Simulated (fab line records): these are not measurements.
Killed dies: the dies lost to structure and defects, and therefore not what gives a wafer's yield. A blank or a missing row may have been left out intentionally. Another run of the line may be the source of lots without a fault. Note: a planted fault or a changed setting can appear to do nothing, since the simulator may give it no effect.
Split-lot study	flow sfq line	23 wafers read from 5 lots, route of 325 steps

THE SPLIT ITSELF
At SFQ_TRILAYER_JJ_CE_LITHO_COAT_119 (resist thk 62 nm), the setting spin rpm was moved away from the recipe's 3000 rpm on 4 of the 23 wafers read, by -4.9% to -2.6%. All remaining wafers had this setting at the recipe value.

The split's own step is where the reading is taken.

THE READING
BARC_of_TRILAYER_JJ_CE_LITHO_COAT_119.thk nm (the simulator's own value, which no gauge read), in nm, at SFQ_TRILAYER_JJ_CE_LITHO_COAT_119 (resist thk 62 nm). There is no usual value for it anywhere in the file. Here, 19 wafers ran the recipe; their average is 62.09 nm with a standard deviation of 0.13 nm.

wafer	tool, chamber at the split	spin rpm as run, rpm	against the recipe	BARC_of_TRILAYER_JJ_CE_LITHO_COAT_119.thk nm, nm	against lot-mates on the recipe
L075.1	litho track-02, 0	3000	recipe	62.08	-
L075.2	litho track-02, 0	3000	recipe	61.83	-
L075.3	litho track-02, 0	2852	-4.9%	63.74	+1.79
L075.4	litho track-02, 0	3000	recipe	61.95	-
L075.6	litho track-02, 0	2852	-4.9%	63.52	+1.57
L078.2	litho track-04, 0	3000	recipe	61.96	-
L078.3	litho track-04, 0	3000	recipe	62.02	-
L078.4	litho track-04, 0	3000	recipe	62.11	-
L078.5	litho track-04, 0	3000	recipe	62.24	-
L078.6	litho track-04, 0	3000	recipe	62.26	-
L080.1	litho track-02, 0	3000	recipe	62.26	-
L080.3	litho track-02, 0	3000	recipe	62.11	-
L080.4	litho track-02, 0	3000	recipe	62.17	-
L083.1	litho track-04, 0	3000	recipe	62.07	-
L083.2	litho track-04, 0	3000	recipe	61.85	-
L083.3	litho track-04, 0	3000	recipe	62.02	-
L083.4	litho track-04, 0	3000	recipe	61.95	-
L083.5	litho track-04, 0	3000	recipe	62.17	-
L084.1	litho track-03, 0	3000	recipe	62.22	-
L084.2	litho track-03, 0	3000	recipe	62.16	-
L084.3	litho track-03, 0	2922	-2.6%	62.93	+0.73
L084.5	litho track-03, 0	3000	recipe	62.21	-
L084.6	litho track-03, 0	2922	-2.6%	62.94	+0.74

FIT RESULTS
A straight line over all 23 wafers: BARC_of_TRILAYER_JJ_CE_LITHO_COAT_119.thk nm changes by -0.316 nm for each +1% of spin rpm; r = -0.97; the points scatter about the line by 0.13 nm.
The same after taking each lot's own level away (the mean of its wafers on the recipe; 23 wafers): -0.329 nm for each +1%; r = -0.98; scatter 0.1 nm.
That fit puts the effect of the largest move of spin rpm on the reading at 1.6 nm.
The span of the lots' own levels, 61.953 to 62.197 nm, comes to 1.9 times the standard deviation stated above.
The two slopes agree, so the slope changes little with the lot-to-lot level.
Check: +1.51 nm against its lot-mates is what the line predicts for one of the wafers moved furthest among these (-4.9%) when that wafer is left out of the fit. Against them it came out at +1.79 nm.

FILE'S OWN FIT
BARC_of_TRILAYER_JJ_CE_LITHO_COAT_119.thk nm changes by -0.328 nm for each +1% of spin rpm, r = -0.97.
